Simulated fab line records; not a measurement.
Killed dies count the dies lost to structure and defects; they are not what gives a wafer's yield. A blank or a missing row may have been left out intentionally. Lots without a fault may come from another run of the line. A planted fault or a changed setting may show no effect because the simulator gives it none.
A sampling plan put to the test :: flow sky130 :: each of the 47 faults these records tell of, on one fab line, judged from the records of the lots it struck
The plan is the line's own looks: the steps of the route at which a gauge or an inspection reads the wafer and doesn't change it. A look can be judged if struck wafers have a number there and the file gives its usual mean and standard deviation on fault-free wafers. Caught: the struck wafers' mean, at a look after the fault's first step, is 4 or more of those standard deviations (sigma) away from the usual mean. On the tool: here the same test is run on the tool's own readings at the fault's steps. Caught also covers a different recipe on the struck wafers, or a record left blank for those wafers only.

== THE FAULTS, as the simulator had put them in ==
1. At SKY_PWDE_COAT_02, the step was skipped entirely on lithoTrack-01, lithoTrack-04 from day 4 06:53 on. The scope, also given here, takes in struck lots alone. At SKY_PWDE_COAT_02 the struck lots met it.
2. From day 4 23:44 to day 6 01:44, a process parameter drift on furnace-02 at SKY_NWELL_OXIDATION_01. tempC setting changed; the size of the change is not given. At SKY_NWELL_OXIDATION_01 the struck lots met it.
3. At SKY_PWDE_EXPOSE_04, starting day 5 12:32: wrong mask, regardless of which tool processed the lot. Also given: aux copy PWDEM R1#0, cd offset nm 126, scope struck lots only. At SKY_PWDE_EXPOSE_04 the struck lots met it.
4. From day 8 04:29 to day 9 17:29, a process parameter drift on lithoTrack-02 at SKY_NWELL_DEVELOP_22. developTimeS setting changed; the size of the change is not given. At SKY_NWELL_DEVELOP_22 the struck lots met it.
5. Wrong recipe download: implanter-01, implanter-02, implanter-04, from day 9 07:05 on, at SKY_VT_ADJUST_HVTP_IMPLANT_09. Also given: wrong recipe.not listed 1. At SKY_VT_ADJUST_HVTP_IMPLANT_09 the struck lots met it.
6. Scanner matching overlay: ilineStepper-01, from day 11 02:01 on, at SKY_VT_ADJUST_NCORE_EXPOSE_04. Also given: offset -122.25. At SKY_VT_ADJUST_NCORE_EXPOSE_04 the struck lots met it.
7. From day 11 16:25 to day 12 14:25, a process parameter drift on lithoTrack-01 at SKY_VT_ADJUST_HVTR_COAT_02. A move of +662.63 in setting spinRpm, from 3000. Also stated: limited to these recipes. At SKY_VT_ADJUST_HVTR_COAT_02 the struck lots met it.
8. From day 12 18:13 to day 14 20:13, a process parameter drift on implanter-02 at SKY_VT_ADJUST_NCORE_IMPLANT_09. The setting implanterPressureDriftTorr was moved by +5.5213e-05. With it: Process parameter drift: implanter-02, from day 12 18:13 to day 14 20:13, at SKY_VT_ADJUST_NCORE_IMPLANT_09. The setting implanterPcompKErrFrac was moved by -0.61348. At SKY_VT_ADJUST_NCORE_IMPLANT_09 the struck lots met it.
9. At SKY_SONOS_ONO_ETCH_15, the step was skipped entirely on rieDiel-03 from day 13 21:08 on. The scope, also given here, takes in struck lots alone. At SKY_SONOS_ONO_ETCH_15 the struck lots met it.
10. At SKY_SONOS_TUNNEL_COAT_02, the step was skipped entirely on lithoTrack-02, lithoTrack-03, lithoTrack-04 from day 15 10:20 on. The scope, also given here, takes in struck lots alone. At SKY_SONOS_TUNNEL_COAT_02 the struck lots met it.
11. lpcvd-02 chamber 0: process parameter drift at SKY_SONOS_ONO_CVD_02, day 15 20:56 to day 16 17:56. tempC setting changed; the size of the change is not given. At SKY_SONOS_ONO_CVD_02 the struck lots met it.
12. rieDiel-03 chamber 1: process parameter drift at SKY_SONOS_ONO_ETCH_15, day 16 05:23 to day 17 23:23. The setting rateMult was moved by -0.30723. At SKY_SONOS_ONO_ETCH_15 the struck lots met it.
13. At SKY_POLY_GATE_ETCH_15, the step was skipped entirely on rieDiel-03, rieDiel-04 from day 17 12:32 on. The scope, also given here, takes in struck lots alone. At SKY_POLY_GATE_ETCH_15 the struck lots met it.
14. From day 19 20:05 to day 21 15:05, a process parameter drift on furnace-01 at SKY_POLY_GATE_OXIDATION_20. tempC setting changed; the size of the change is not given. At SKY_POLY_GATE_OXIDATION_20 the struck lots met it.
15. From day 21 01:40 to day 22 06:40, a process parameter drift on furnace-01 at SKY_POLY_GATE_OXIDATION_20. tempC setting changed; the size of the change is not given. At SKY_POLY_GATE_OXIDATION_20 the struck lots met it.
16. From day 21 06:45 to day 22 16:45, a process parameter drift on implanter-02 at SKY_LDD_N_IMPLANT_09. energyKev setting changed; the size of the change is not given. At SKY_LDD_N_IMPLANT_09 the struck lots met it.
17. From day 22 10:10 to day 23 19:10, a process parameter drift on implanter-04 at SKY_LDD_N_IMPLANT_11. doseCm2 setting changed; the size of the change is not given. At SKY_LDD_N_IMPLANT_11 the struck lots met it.
18. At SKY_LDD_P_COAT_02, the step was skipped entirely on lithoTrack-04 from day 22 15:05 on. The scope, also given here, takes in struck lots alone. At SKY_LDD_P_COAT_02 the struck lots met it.
19. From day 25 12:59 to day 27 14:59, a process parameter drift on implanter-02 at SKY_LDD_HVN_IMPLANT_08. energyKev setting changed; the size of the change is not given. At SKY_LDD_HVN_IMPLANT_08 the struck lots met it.
20. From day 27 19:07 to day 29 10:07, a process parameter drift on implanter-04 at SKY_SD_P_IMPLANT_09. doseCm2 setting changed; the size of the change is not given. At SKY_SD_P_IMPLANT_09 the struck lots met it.
21. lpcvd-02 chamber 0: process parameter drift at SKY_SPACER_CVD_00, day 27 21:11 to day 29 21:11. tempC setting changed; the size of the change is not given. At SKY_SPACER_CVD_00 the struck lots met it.
22. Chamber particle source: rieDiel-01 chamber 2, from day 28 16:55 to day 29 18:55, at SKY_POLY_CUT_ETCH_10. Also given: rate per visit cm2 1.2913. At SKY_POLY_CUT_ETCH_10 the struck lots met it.
23. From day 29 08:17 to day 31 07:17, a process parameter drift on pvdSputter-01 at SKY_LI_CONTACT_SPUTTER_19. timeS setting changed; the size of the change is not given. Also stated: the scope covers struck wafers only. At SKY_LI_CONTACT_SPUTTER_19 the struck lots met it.
24. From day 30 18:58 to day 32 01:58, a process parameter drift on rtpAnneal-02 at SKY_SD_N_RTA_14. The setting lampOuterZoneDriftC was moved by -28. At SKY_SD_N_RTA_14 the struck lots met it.
25. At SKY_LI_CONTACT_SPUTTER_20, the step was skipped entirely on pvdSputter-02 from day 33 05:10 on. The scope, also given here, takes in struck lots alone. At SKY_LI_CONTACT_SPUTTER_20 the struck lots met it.
26. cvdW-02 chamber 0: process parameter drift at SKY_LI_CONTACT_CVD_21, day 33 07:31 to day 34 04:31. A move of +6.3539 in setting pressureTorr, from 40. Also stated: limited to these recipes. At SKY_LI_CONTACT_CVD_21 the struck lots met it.
27. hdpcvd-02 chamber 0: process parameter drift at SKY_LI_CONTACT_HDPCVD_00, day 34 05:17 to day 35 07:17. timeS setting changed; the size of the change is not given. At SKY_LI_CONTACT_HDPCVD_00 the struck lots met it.
28. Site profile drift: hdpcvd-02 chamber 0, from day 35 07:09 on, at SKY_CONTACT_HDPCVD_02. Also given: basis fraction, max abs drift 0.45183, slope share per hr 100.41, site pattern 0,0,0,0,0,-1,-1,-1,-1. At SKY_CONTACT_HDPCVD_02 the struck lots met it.
29. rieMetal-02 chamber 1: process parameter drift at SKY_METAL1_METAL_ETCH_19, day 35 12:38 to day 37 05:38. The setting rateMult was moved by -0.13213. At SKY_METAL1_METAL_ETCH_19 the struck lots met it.
30. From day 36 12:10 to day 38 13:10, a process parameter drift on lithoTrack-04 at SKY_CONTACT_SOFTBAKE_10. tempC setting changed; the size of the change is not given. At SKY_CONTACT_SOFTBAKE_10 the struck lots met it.
31. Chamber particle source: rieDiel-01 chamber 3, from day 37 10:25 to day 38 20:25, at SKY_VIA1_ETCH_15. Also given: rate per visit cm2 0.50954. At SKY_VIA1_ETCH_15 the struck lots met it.
32. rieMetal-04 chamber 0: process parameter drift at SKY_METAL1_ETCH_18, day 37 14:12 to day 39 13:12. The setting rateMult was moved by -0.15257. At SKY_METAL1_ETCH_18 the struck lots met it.
33. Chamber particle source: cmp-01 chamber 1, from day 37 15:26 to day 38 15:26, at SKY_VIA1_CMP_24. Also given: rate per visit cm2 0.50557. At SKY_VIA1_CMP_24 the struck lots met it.
34. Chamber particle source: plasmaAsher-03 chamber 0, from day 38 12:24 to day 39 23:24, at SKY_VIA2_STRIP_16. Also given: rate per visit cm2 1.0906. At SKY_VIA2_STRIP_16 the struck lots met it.
35. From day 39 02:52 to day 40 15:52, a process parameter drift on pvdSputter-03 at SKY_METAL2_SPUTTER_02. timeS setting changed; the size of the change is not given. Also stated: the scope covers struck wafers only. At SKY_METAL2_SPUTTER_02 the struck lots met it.
36. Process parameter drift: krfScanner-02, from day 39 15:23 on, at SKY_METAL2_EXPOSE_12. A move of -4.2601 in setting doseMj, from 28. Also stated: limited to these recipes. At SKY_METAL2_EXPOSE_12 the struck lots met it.
37. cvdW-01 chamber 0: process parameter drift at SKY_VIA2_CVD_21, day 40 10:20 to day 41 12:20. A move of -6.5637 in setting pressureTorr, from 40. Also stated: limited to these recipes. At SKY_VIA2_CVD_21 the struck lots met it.
38. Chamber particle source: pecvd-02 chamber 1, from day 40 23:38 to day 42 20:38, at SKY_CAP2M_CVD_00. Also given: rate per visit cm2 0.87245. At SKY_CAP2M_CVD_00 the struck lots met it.
39. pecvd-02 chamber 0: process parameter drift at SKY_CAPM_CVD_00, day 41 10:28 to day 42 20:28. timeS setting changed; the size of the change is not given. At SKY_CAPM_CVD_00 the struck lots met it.
40. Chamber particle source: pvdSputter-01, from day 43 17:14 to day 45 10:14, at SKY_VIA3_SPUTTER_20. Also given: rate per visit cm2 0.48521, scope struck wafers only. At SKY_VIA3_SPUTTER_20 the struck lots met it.
41. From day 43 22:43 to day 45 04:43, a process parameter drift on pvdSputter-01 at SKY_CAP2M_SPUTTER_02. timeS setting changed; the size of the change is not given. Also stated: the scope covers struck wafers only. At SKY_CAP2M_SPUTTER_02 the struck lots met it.
42. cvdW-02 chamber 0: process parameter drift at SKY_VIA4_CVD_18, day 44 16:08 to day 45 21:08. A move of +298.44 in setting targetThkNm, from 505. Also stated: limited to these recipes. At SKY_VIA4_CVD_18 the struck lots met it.
43. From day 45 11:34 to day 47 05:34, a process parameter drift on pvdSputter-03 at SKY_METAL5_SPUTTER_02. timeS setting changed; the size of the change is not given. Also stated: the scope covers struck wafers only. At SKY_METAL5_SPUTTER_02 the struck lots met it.
44. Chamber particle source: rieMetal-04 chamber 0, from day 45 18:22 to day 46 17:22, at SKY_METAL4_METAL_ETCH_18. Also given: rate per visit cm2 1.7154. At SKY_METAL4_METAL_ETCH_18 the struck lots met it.
45. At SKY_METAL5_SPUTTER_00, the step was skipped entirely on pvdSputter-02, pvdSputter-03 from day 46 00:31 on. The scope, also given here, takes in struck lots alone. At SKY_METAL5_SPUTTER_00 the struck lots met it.
46. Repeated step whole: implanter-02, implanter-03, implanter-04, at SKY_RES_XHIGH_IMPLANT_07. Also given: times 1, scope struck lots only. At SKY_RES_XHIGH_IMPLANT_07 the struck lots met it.
47. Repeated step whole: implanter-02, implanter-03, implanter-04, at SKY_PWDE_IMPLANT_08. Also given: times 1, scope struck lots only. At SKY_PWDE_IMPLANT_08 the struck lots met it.

== WHAT THE PLAN SAW ==
fault: 1
on the tool itself: the tool's record is blank for the struck wafers
first look that catches it: SKY_NWELL_TW_MEAS_26
reading, sigma: NWELL_2_TW +17
median hours from its first step to that look: 44.6
hours from the fault's start to the first struck lot there: 49
judged looks passed uncaught: 0

fault: 2
on the tool itself: tubeCenterTempC -99 or beyond sigma
first look that catches it: SKY_NWELL_THK_MEAS_02
reading, sigma: NWELL_OXIDATION_THK -43
median hours from its first step to that look: 1.4
hours from the fault's start to the first struck lot there: 3
judged looks passed uncaught: 0

fault: 3
on the tool itself: no reading that can be judged
first look that catches it: not the one look that can be judged after it
reading, sigma: -
median hours from its first step to that look: -
hours from the fault's start to the first struck lot there: -
judged looks passed uncaught: 1

fault: 4
on the tool itself: under 2 sigma
first look that catches it: none of the 8 looks that can be judged after it
reading, sigma: -
median hours from its first step to that look: -
hours from the fault's start to the first struck lot there: -
judged looks passed uncaught: 8

fault: 5
on the tool itself: no reading that can be judged
first look that catches it: SKY_VT_ADJUST_HVTP_TW_MEAS_11
reading, sigma: VT_ADJUST_HVTP_TW -46
median hours from its first step to that look: 0.2
hours from the fault's start to the first struck lot there: 3
judged looks passed uncaught: 0

fault: 6
on the tool itself: no reading that can be judged
first look that catches it: SKY_VT_ADJUST_NCORE_OVL_MEAS_08
reading, sigma: VT_ADJUST_NCORE_OVL -99 or beyond
median hours from its first step to that look: 12.1
hours from the fault's start to the first struck lot there: 16
judged looks passed uncaught: 0

fault: 7
on the tool itself: spinSpeedRpm +99 or beyond sigma
first look that catches it: SKY_VT_ADJUST_HVTR_CD_MEAS_07
reading, sigma: cdNm +4.2
median hours from its first step to that look: 12.4
hours from the fault's start to the first struck lot there: 26
judged looks passed uncaught: 0

fault: 8
on the tool itself: endStationPressureTorr +99 or beyond sigma
first look that catches it: not the one look that can be judged after it
reading, sigma: strongest: VT_ADJUST_NCORE_TW at SKY_VT_ADJUST_NCORE_TW_MEAS_11, +2.6
median hours from its first step to that look: -
hours from the fault's start to the first struck lot there: -
judged looks passed uncaught: 1

fault: 9
on the tool itself: the tool's record is blank for the struck wafers
first look that catches it: not the one look that can be judged after it
reading, sigma: -
median hours from its first step to that look: -
hours from the fault's start to the first struck lot there: -
judged looks passed uncaught: 1

fault: 10
on the tool itself: the tool's record is blank for the struck wafers
first look that catches it: no look after it can be judged
reading, sigma: -
median hours from its first step to that look: -
hours from the fault's start to the first struck lot there: -
judged looks passed uncaught: 0

fault: 11
on the tool itself: susceptorTempC +50 sigma
first look that catches it: SKY_SONOS_ONO_THK_MEAS_03
reading, sigma: SONOS_ONO_CVD_02_THK +33
median hours from its first step to that look: 1.1
hours from the fault's start to the first struck lot there: 11
judged looks passed uncaught: 0

fault: 12
on the tool itself: oesProductAu -18 sigma
first look that catches it: no look after it can be judged
reading, sigma: -
median hours from its first step to that look: -
hours from the fault's start to the first struck lot there: -
judged looks passed uncaught: 0

fault: 13
on the tool itself: the tool's record is blank for the struck wafers
first look that catches it: no look after it can be judged
reading, sigma: -
median hours from its first step to that look: -
hours from the fault's start to the first struck lot there: -
judged looks passed uncaught: 0

fault: 14
on the tool itself: spikeTcUpperC +38 sigma
first look that catches it: SKY_POLY_GATE_THK_MEAS_21
reading, sigma: POLY_GATE_OXIDATION_THK +29
median hours from its first step to that look: 1.3
hours from the fault's start to the first struck lot there: 20
judged looks passed uncaught: 0

fault: 15
on the tool itself: tubeCenterTempC -99 or beyond sigma
first look that catches it: SKY_POLY_GATE_THK_MEAS_21
reading, sigma: POLY_GATE_OXIDATION_THK -20
median hours from its first step to that look: 1.3
hours from the fault's start to the first struck lot there: 12
judged looks passed uncaught: 0

fault: 16
on the tool itself: beamEnergyKeV -99 or beyond sigma
first look that catches it: no look after it can be judged
reading, sigma: -
median hours from its first step to that look: -
hours from the fault's start to the first struck lot there: -
judged looks passed uncaught: 0

fault: 17
on the tool itself: doseIonsCm2 +99 or beyond sigma
first look that catches it: SKY_LDD_N_TW_MEAS_17
reading, sigma: LDD_N_TW +5.3
median hours from its first step to that look: 0.8
hours from the fault's start to the first struck lot there: 11
judged looks passed uncaught: 0

fault: 18
on the tool itself: the tool's record is blank for the struck wafers
first look that catches it: SKY_LDD_HVP_TW_MEAS_10
reading, sigma: LDD_HVP_TW +49
median hours from its first step to that look: 74.3
hours from the fault's start to the first struck lot there: 74
judged looks passed uncaught: 0

fault: 19
on the tool itself: beamEnergyKeV +99 or beyond sigma
first look that catches it: SKY_LDD_HVN_TW_MEAS_10
reading, sigma: LDD_HVN_TW +8.2
median hours from its first step to that look: 0.2
hours from the fault's start to the first struck lot there: 15
judged looks passed uncaught: 0

fault: 20
on the tool itself: doseIonsCm2 -99 or beyond sigma
first look that catches it: SKY_SD_P_TW_MEAS_11
reading, sigma: SD_P_TW -10
median hours from its first step to that look: 0.2
hours from the fault's start to the first struck lot there: 5
judged looks passed uncaught: 0

fault: 21
on the tool itself: spikeTcLowerC -8.4 sigma
first look that catches it: SKY_SPACER_THK_MEAS_01
reading, sigma: SPACER_CVD_00_THK -15
median hours from its first step to that look: 1.2
hours from the fault's start to the first struck lot there: 4
judged looks passed uncaught: 0

fault: 22
on the tool itself: under 2 sigma
first look that catches it: no look after it can be judged
reading, sigma: -
median hours from its first step to that look: -
hours from the fault's start to the first struck lot there: -
judged looks passed uncaught: 0

fault: 23
on the tool itself: under 2 sigma
first look that catches it: no look after it can be judged
reading, sigma: -
median hours from its first step to that look: -
hours from the fault's start to the first struck lot there: -
judged looks passed uncaught: 0

fault: 24
on the tool itself: under 2 sigma
first look that catches it: SKY_SD_N_RS_MEAS_16
reading, sigma: SD_N_RS +27
median hours from its first step to that look: 0.2
hours from the fault's start to the first struck lot there: 15
judged looks passed uncaught: 0

fault: 25
on the tool itself: the tool's record is blank for the struck wafers
first look that catches it: no look after it can be judged
reading, sigma: -
median hours from its first step to that look: -
hours from the fault's start to the first struck lot there: -
judged looks passed uncaught: 0

fault: 26
on the tool itself: chamberPressureTorr +66 sigma
first look that catches it: none of the 2 looks that can be judged after it
reading, sigma: strongest: LI_CONTACT_W_THK at SKY_LI_CONTACT_THK_MEAS_23, +3.8
median hours from its first step to that look: -
hours from the fault's start to the first struck lot there: -
judged looks passed uncaught: 2

fault: 27
on the tool itself: runLengthS +99 or beyond sigma
first look that catches it: SKY_LI_CONTACT_THK_MEAS_01
reading, sigma: LI_CONTACT_HDPCVD_THK +37
median hours from its first step to that look: 0.1
hours from the fault's start to the first struck lot there: 5
judged looks passed uncaught: 0

fault: 28
on the tool itself: no reading that can be judged
first look that catches it: SKY_CONTACT_THK_MEAS_03
reading, sigma: CONTACT_HDPCVD_THK -24
median hours from its first step to that look: 0.1
hours from the fault's start to the first struck lot there: 4
judged looks passed uncaught: 0

fault: 29
on the tool itself: under 2 sigma
first look that catches it: no look after it can be judged
reading, sigma: -
median hours from its first step to that look: -
hours from the fault's start to the first struck lot there: -
judged looks passed uncaught: 0

fault: 30
on the tool itself: plateTempC +99 or beyond sigma
first look that catches it: SKY_CONTACT_CD_MEAS_14
reading, sigma: cdNm +8.1
median hours from its first step to that look: 14.1
hours from the fault's start to the first struck lot there: 25
judged looks passed uncaught: 0

fault: 31
on the tool itself: under 2 sigma
first look that catches it: no look after it can be judged
reading, sigma: -
median hours from its first step to that look: -
hours from the fault's start to the first struck lot there: -
judged looks passed uncaught: 0

fault: 32
on the tool itself: under 2 sigma
first look that catches it: not the one look that can be judged after it
reading, sigma: -
median hours from its first step to that look: -
hours from the fault's start to the first struck lot there: -
judged looks passed uncaught: 1

fault: 33
on the tool itself: under 2 sigma
first look that catches it: none of the 2 looks that can be judged after it
reading, sigma: -
median hours from its first step to that look: -
hours from the fault's start to the first struck lot there: -
judged looks passed uncaught: 2

fault: 34
on the tool itself: under 2 sigma
first look that catches it: not the one look that can be judged after it
reading, sigma: strongest: PAD_OPEN_BOW at SKY_PAD_OPEN_BOW_MEAS_13, -2.3
median hours from its first step to that look: -
hours from the fault's start to the first struck lot there: -
judged looks passed uncaught: 1

fault: 35
on the tool itself: under 2 sigma
first look that catches it: SKY_METAL2_RS_MEAS_05
reading, sigma: METAL2_ALCU_RS -37
median hours from its first step to that look: 0.1
hours from the fault's start to the first struck lot there: 7
judged looks passed uncaught: 0

fault: 36
on the tool itself: exposureDoseMJCm2 -53 sigma
first look that catches it: SKY_METAL2_CD_MEAS_15
reading, sigma: cdNm +19
median hours from its first step to that look: 11.5
hours from the fault's start to the first struck lot there: 19
judged looks passed uncaught: 0

fault: 37
on the tool itself: chamberPressureTorr -76 sigma
first look that catches it: SKY_VIA2_RS_MEAS_22
reading, sigma: VIA2_W_RS +4.6
median hours from its first step to that look: 0.1
hours from the fault's start to the first struck lot there: 7
judged looks passed uncaught: 0

fault: 38
on the tool itself: under 2 sigma
first look that catches it: not the one look that can be judged after it
reading, sigma: -
median hours from its first step to that look: -
hours from the fault's start to the first struck lot there: -
judged looks passed uncaught: 1

fault: 39
on the tool itself: under 2 sigma
first look that catches it: SKY_CAPM_THK_MEAS_01
reading, sigma: CAPM_CVD_00_THK -17
median hours from its first step to that look: 0.0
hours from the fault's start to the first struck lot there: 12
judged looks passed uncaught: 0

fault: 40
on the tool itself: under 2 sigma
first look that catches it: no look after it can be judged
reading, sigma: -
median hours from its first step to that look: -
hours from the fault's start to the first struck lot there: -
judged looks passed uncaught: 0

fault: 41
on the tool itself: under 2 sigma
first look that catches it: SKY_CAP2M_RS_MEAS_03
reading, sigma: CAP2M_TIN_RS -7.1
median hours from its first step to that look: 0.1
hours from the fault's start to the first struck lot there: 17
judged looks passed uncaught: 0

fault: 42
on the tool itself: under 2 sigma
first look that catches it: SKY_VIA4_RS_MEAS_19
reading, sigma: VIA4_W_RS -34
median hours from its first step to that look: 0.2
hours from the fault's start to the first struck lot there: 1
judged looks passed uncaught: 0

fault: 43
on the tool itself: under 2 sigma
first look that catches it: SKY_METAL5_RS_MEAS_05
reading, sigma: METAL5_ALCU_RS +17
median hours from its first step to that look: 0.2
hours from the fault's start to the first struck lot there: 21
judged looks passed uncaught: 0

fault: 44
on the tool itself: under 2 sigma
first look that catches it: not the one look that can be judged after it
reading, sigma: -
median hours from its first step to that look: -
hours from the fault's start to the first struck lot there: -
judged looks passed uncaught: 1

fault: 45
on the tool itself: the tool's record is blank for the struck wafers
first look that catches it: no look after it can be judged
reading, sigma: -
median hours from its first step to that look: -
hours from the fault's start to the first struck lot there: -
judged looks passed uncaught: 0

fault: 46
on the tool itself: under 2 sigma
first look that catches it: SKY_RES_XHIGH_TW_MEAS_09
reading, sigma: RES_XHIGH_TW +26
median hours from its first step to that look: 0.6
hours from the fault's start to the first struck lot there: -
judged looks passed uncaught: 0

fault: 47
on the tool itself: no reading that can be judged
first look that catches it: SKY_PWDE_TW_MEAS_10
reading, sigma: PWDE_TW +31
median hours from its first step to that look: 0.6
hours from the fault's start to the first struck lot there: -
judged looks passed uncaught: 0
A dash: the fault isn't caught, or these records don't give the number.

Caught at a look: 26 of 47. Caught on the tool: 24 of 47. By one or the other: 35 of 47.
Faults caught by the tool alone: 8, 9, 10, 12, 13, 16, 25, 26, 45.
Caught at a look alone: faults 5, 6, 24, 28, 35, 39, 41, 42, 43, 46, 47.
Caught by neither: faults 3, 4, 22, 23, 29, 31, 32, 33, 34, 38, 40, 44.

== THINNER SAMPLING ==
In the worst case, this is how late the first struck lot would be measured if the look that catches a fault measured only every second or every third lot, by lot number:
fault: 1
struck lots at that look, in order of time: L255, L256, L257
every lot: 49 h
every second lot: 50 h
every third lot: 57 h

fault: 2
struck lots at that look, in order of time: L606, L607
every lot: 3 h
every second lot: 4 h
every third lot: may miss all 2

fault: 5
struck lots at that look, in order of time: L153, L154, L155, L156
every lot: 3 h
every second lot: 11 h
every third lot: 16 h

fault: 6
struck lots at that look, in order of time: L176, L177, L178, L179
every lot: 16 h
every second lot: 19 h
every third lot: 21 h

fault: 7
struck lots at that look, in order of time: L362, L364
every lot: 26 h
every second lot: may miss all 2
every third lot: may miss all 2

fault: 11
struck lots at that look, in order of time: L819, L820
every lot: 11 h
every second lot: 16 h
every third lot: may miss all 2

fault: 14
struck lots at that look, in order of time: L169, L170, L173
every lot: 20 h
every second lot: 20 h
every third lot: may miss all 3

fault: 15
struck lots at that look, in order of time: L599, L600, L601
every lot: 12 h
every second lot: 17 h
every third lot: 22 h

fault: 17
struck lots at that look, in order of time: L112, L113
every lot: 11 h
every second lot: 16 h
every third lot: may miss all 2

fault: 18
struck lots at that look, in order of time: L316, L318
every lot: 74 h
every second lot: may miss all 2
every third lot: may miss all 2

fault: 19
struck lots at that look, in order of time: L971, L972
every lot: 15 h
every second lot: 23 h
every third lot: may miss all 2

fault: 20
struck lots at that look, in order of time: L393, L395
every lot: 5 h
every second lot: may miss all 2
every third lot: may miss all 2

fault: 21
struck lots at that look, in order of time: L174
every lot: 4 h
every second lot: may miss it
every third lot: may miss it

fault: 24
struck lots at that look, in order of time: L653, L654
every lot: 15 h
every second lot: 21 h
every third lot: may miss all 2

fault: 27
struck lots at that look, in order of time: L251, L252
every lot: 5 h
every second lot: 12 h
every third lot: may miss all 2

fault: 28
struck lots at that look, in order of time: L485, L488
every lot: 4 h
every second lot: 35 h
every third lot: may miss all 2

fault: 30
struck lots at that look, in order of time: L211, L212
every lot: 25 h
every second lot: 34 h
every third lot: may miss all 2

fault: 35
struck lots at that look, in order of time: L159, L160
every lot: 7 h
every second lot: 18 h
every third lot: may miss all 2

fault: 36
struck lots at that look, in order of time: L582, L583, L586
every lot: 19 h
every second lot: 28 h
every third lot: may miss all 3

fault: 37
struck lots at that look, in order of time: L853, L854
every lot: 7 h
every second lot: 11 h
every third lot: may miss all 2

fault: 39
struck lots at that look, in order of time: L839, L840
every lot: 12 h
every second lot: 21 h
every third lot: may miss all 2

fault: 41
struck lots at that look, in order of time: L347
every lot: 17 h
every second lot: may miss it
every third lot: may miss it

fault: 42
struck lots at that look, in order of time: L764, L766
every lot: 1 h
every second lot: may miss all 2
every third lot: may miss all 2

fault: 43
struck lots at that look, in order of time: L776
every lot: 21 h
every second lot: may miss it
every third lot: may miss it
Hours are from the fault's start to the first struck lot that is measured. Since the struck wafers were tested as one group against 4 sigma, a single lot by itself may lie under the limit. Other struck lots may not be in these records.

== THE LONGEST TIMED WAY FROM STEP TO LOOK ==
For fault 18, SKY_LDD_P_COAT_02 and SKY_LDD_HVP_TW_MEAS_10 are separated by a median of 74.3 hours. No look between them can be judged.
